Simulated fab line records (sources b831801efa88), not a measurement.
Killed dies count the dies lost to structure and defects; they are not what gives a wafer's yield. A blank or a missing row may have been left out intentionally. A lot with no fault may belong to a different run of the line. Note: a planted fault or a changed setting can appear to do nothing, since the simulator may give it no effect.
Chamber matching :: flow sky130 :: SKY_VIA2_HDPCVD_00 on hdpcvd-02: 3 sister chambers
The step deposits SiO2, target thk 1180 nm, time 196.7 s. 6 wafers are shown with their chamber, then 7 later ones without.

## WAFERS, EACH WITH ITS CHAMBER
wafer: L519.6
chamber: 2
run-length-s (s): 225.8
susceptor-temp-C (C): 400.34

wafer: L524.2
chamber: 2
run-length-s (s): 225.5
susceptor-temp-C (C): 400.03

wafer: L535.1
chamber: 0
run-length-s (s): 224.0
susceptor-temp-C (C): 399.83

wafer: L535.4
chamber: 1
run-length-s (s): 224.9
susceptor-temp-C (C): 399.98

wafer: L536.3
chamber: 0
run-length-s (s): 224.1
susceptor-temp-C (C): 399.60

wafer: L536.5
chamber: 1
run-length-s (s): 224.7
susceptor-temp-C (C): 400.14

## WAFERS WITHOUT THEIR CHAMBER
wafer: L536.6
run-length-s (s): 225.0
susceptor-temp-C (C): 400.03

wafer: L539.2
run-length-s (s): 225.4
susceptor-temp-C (C): 400.07

wafer: L539.4
run-length-s (s): 225.2
susceptor-temp-C (C): 400.10

wafer: L539.6
run-length-s (s): 224.7
susceptor-temp-C (C): 400.11

wafer: L541.2
run-length-s (s): 225.1
susceptor-temp-C (C): 400.17

wafer: L541.3
run-length-s (s): 224.7
susceptor-temp-C (C): 400.18

wafer: L541.4
run-length-s (s): 224.6
susceptor-temp-C (C): 400.03

## THE CHAMBER EACH PASSED THROUGH
wafer: L536.6
from the rows above: 1
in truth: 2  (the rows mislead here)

wafer: L539.2
from the rows above: 2
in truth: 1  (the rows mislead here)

wafer: L539.4
from the rows above: can't be placed: 1 or 2
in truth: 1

wafer: L539.6
from the rows above: 1
in truth: 1

wafer: L541.2
from the rows above: can't be placed: 1 or 2
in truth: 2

wafer: L541.3
from the rows above: 1
in truth: 1

wafer: L541.4
from the rows above: 1
in truth: 1
Correctly placed: 3 of 7. Cannot be placed on the basis of these rows: 2; the candidates contain the true chamber in 2. 2 placed wrongly.
How it was worked out, from the rows above alone: a wafer's distance from a chamber is the root of the sum, over the readings, of the square of ((its reading less the chamber's mean) divided by the reading's scatter). The wafer belongs to the nearest chamber; if the next one is less than 2 further off, it can't be placed. The mean given for a chamber averages the wafers shown for that chamber. The scatter is the square root of a quotient: the sum, over the shown wafers, of each reading's squared deviation from its chamber's mean, divided by wafers minus chambers.
